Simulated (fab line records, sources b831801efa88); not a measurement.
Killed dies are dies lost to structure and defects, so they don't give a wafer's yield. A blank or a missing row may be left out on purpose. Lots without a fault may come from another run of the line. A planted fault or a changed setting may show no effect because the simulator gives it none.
A struck lot beside a sound one | flow sky130 | 25 steps out of a route of 708
Sound: wafers L543.1, L543.4, L543.5. Struck: wafers L538.1, L538.3, L538.5. The cause comes at the end.
At each step with rows: each side's tool, then ch and its chambers, then its first start. Under that, the readings that differ: sound wafers | struck wafers | difference of the means | sigmas: that difference in standard deviations of wafers without a fault.
alike: readings whose means differ by less than 2 such deviations, and words and numbers that are the same on both sides. not compared: withheld readings, readings that some wafer has no value for, bounds like >300 that may hide the same value, and numbers for which the record gives no deviation and whose values overlap.
The two part at a step that has a row with sigmas, a row that says differs or no value, or rows on one side only. Numbers that don't overlap but have no deviation are shown without sigmas and don't part them. A reading that every wafer of one side lacks parts them only if that side has two wafers or more.

first, 10 steps without rows for these wafers: SKY_VIA4_ETCH_12 (etches SiO2 in C4F8/O2/Ar, stops on TiN, target depth 580 nm); SKY_VIA4_STRIP_13 (strips in O2/N2); SKY_VIA4_STRIP_14 (strips in post etch residue remover, time 1200 s); SKY_VIA4_CLEAN_15 (cleans in IPA, time 180 s); SKY_VIA4_CLEAN_16 (cleans in O3/DIW); SKY_VIA4_SPUTTER_17 (material TiN, target thk 20 nm, time 80 s); SKY_VIA4_CVD_18 (deposits W, target thk 505 nm, time 152.14 s); SKY_VIA4_CMP_21 (polishes, stops on SiO2, t overpolish 25 s, target thk 0 nm); SKY_METAL5_SPUTTER_00 (material Ti, target thk 15 nm, time 10 s); SKY_METAL5_SPUTTER_01 (material TiN, target thk 20 nm, time 16.7 s).
SKY_METAL5_SPUTTER_02: material AlCu, target thk 1150 nm, time 61.2 s.
  sound on pvd_sputter-02, day 48 11:28; struck on pvd_sputter-04, day 47 12:15
  reading                                     | sound                | struck               | difference | sigmas
  chamber_pressure_pa (Pa)                    | 0.3995 0.3996 0.3997 | 0.5598 0.5623 0.5607 | +0.1613    | +99 or more
  throttle_valve_pct (%)                      | 28.6 30.9 30.7       | 25.5 26.0 25.8       | -4.3       | -4
  model.AlCu_of_METAL5_SPUTTER_02.thk_nm (nm) | 1129 1140 1126       | 1056 1066 1056       | -72        |
then, 2 steps without rows for these wafers: SKY_METAL5_SPUTTER_03 (material Ti, target thk 5 nm, time 3.3 s); SKY_METAL5_SPUTTER_04 (material TiN, target thk 70 nm, time 58.3 s).
SKY_METAL5_RS_MEAS_05: measures by four-point-probe.
  sound on film_metro-04, day 48 11:35; struck on film_metro-02, day 47 12:43
  reading                 | sound                  | struck                  | difference | sigmas
  METAL5_ALCU_RS (ohm/sq) | 0.0276 0.02728 0.02768 | 0.02963 0.02945 0.02967 | +0.00206   | +8
  not compared: hold
SKY_METAL5_THK_MEAS_06: measures by xrf.
  sound on film_metro-04, day 48 11:43; struck on film_metro-02, day 47 18:06
  reading              | sound          | struck         | difference | sigmas
  METAL5_ALCU_THK (nm) | 1119 1135 1122 | 1057 1073 1059 | -62        | -5
  not compared: hold
then, 7 steps without rows for these wafers: SKY_METAL5_HMDS_08 (prime time 60 s); SKY_METAL5_COAT_09 (resist thk 1800 nm); SKY_METAL5_SOFTBAKE_10 (time 60 s); SKY_METAL5_EXPOSE_11 (exposes mask MM5, target cd 1600 nm); SKY_METAL5_PEB_12; SKY_METAL5_DEVELOP_13 (develop time 60 s); SKY_METAL5_DESCUM_14 (chemistry O2, time 11 s).
SKY_METAL5_METAL_ETCH_15: etches the open film in Cl2/BCl3, stops on SiO2, target depth 1260 nm, time 252 s.
  sound on rie_metal-03 ch 0,1, day 49 06:43; struck on rie_metal-02 ch 1, day 48 07:46
  reading                     | sound             | struck            | difference | sigmas
  drypump_motor_current_A (A) | 5.6 5.9 5.9       | 5.0 5.0 5.0       | -0.8       | -2
  oes_product_au (a.u.)       | 0.892 0.895 0.888 | 0.865 0.864 0.865 | -0.027     | -6
  alike: throttle_valve_pct
  not compared: rf_hours_counter_h
then, 1 step without rows for these wafers: SKY_METAL5_STRIP_16 (strips in O2/N2).
SKY_PAD_OPEN_PROBE_99:
  sound on prober-01, day 50 19:07; struck on prober-02, day 50 00:26
  reading                      | sound                   | struck                  | difference | sigmas
  model.etest.met5.rs_ohm_sq   | 0.02779 0.02729 0.02756 | 0.02941 0.02909 0.02972 | +0.00186   |
  model.etest.met5.line_ohm_um | 0.01741 0.01709 0.01724 | 0.01817 0.01791 0.01833 | +0.00089   |
  alike: defect_limited_yield, killed_at_M0_to_M3, killed_at_M4_up, killed_at_contacts, killed_at_front_end, killed_at_other, killed_dies, killed_open, killed_short, sort_bin_3_pad_short, sort_bin_5_function, sort_bin_6_memory, sort_n_pass, sort_yield_pct

WHERE THEY PART
First at SKY_METAL5_SPUTTER_02; last, within this record, at SKY_METAL5_METAL_ETCH_15. Later steps at which nothing parts them and some readings are alike: SKY_PAD_OPEN_PROBE_99.

WHY: what the simulator had put in
Process parameter drift: pvd_sputter-04, from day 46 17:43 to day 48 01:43, at SKY_METAL5_SPUTTER_02. Setting chamber_pressure_pa, moved by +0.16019, from 0.4. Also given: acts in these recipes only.
